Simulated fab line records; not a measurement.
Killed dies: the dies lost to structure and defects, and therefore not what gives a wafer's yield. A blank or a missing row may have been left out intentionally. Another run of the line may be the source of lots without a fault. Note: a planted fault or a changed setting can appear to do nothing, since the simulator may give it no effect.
Code-filled problem report in 8D (eight disciplines) form + flow sfq line + the parts of the form that need people (team, actions taken, sign-off) are left out

1. WHAT WENT WRONG
Mean L0_MONX_KI_RS at SFQ_L0_RS_MEAS_901: 49.5 ohm/sq over 2 wafers in 2 lots; fault-free wafers: 42.5 ohm/sq, standard deviation 0.42. That puts it +17 standard deviations away from the usual mean.
The step: measures by four-point-probe.
First observed at day 4 10:34: wafer L594.3, on film metro-04. The record has a number at this step for 42 wafers belonging to 14 lots. The rule behind "out" and "out of limits": a value lying over 4 standard deviations away from the usual mean. Any other wafer with a number is counted as sound.

2. WHAT THIS IS AND IS NOT
| question                    | is                           | is not                                                                                 |
|-----------------------------|------------------------------|----------------------------------------------------------------------------------------|
| which readings at this step | L0_MONX_KI_RS                | -                                                                                      |
| which lots                  | L594, L597                   | L581, L582, L583, L585, L586, L587, L588, L592, L593, L601, L602, L603                 |
| which wafers of those lots  | L594.3, L597.4               | L594.1, L594.4, L597.3, L597.6                                                         |
| read on which gauges        | film metro-01, film metro-04 | film metro-02                                                                          |
| when                        | from day 4 10:34             | up to then (29 sound wafers); but 11 sound wafers of L597, L601, L602, L603 came after |

3. SUSPECTS, AND WHAT RULES EACH OUT
Counting: a tool at a process step up to the reading stays a suspect if it ran every lot that is out. Sound lots after the first of them don't rule it out here, since some wafers of a struck lot are sound.
- the gauge at SFQ_L0_RS_MEAS_901 is ruled out. 2 gauges (film metro-01, film metro-04) read the wafers that are out.
- pvd sputter-06 at SFQ_TRILAYER_L0_DEP_SPUTTER_003 (material MoNx KI, target thk 40 nm, time 102.5 s): kept. Every lot that is out went through it, the first being L594 (day 4 10:29); the last sound lot it ran before that was L587 (day 2 23:29).
Remaining after the count: pvd sputter-06 at SFQ_TRILAYER_L0_DEP_SPUTTER_003.

4. THE CAUSE (what the simulator had put in)
Site profile drift: pvd sputter-06, from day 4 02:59 on, at SFQ_TRILAYER_L0_DEP_SPUTTER_003. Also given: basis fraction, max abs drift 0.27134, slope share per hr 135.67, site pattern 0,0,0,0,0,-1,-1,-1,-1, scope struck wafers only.
Only this tool survived the counting.

5. SEQUENCE OF EFFECTS, ordered by route
One row per reading whose mean, taken over the struck wafers that have a number, lies over 3 standard deviations from the usual. Scope: only readings with a usual standard deviation given in the record; hours: median across lots of the time from each lot's start at the first step in this table that gives one to its start at this step; sigmas: change in usual standard deviations.
| hours | step                                | reading        | usual       | on struck wafers | change | sigmas |
|-------|-------------------------------------|----------------|-------------|------------------|--------|--------|
| 0     | SFQ_L0_RS_MEAS_901                  | L0_MONX_KI_RS  | 42.5 ohm/sq | 49.5             | +7.0   | +17    |
| 0     | SFQ_L0_THK_MEAS_902                 | L0_MONX_KI_THK | 41.3 nm     | 36.3             | -5.0   | -11    |
| 86    | SFQ_TRILAYER_L0_ETCH_METAL_ETCH_008 | oes product au | 0.887 a.u.  | 0.821            | -0.066 | -10    |
The process steps in it:
- SFQ_TRILAYER_L0_ETCH_METAL_ETCH_008: etches MoNx KI in SF6/O2, stops on SiO2, target depth 50 nm, time 25 s.

6. HOW IT WOULD HAVE BEEN CAUGHT EARLIER
Counted from the fault's start at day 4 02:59, it took 8 hours until the first out-of-limits reading at a measuring or inspecting step in this record, taken at day 4 10:34.
An alarm limit of 4 standard deviations would not have fired on the tool readings at SFQ_TRILAYER_L0_DEP_SPUTTER_003 for which the record gives a usual standard deviation, since none of them was out on any struck wafer.
Among the 2 lots that are out, L597 began SFQ_TRILAYER_L0_DEP_SPUTTER_003 on pvd sputter-06 after day 4 10:34. Holding the tool at that time would have saved it.
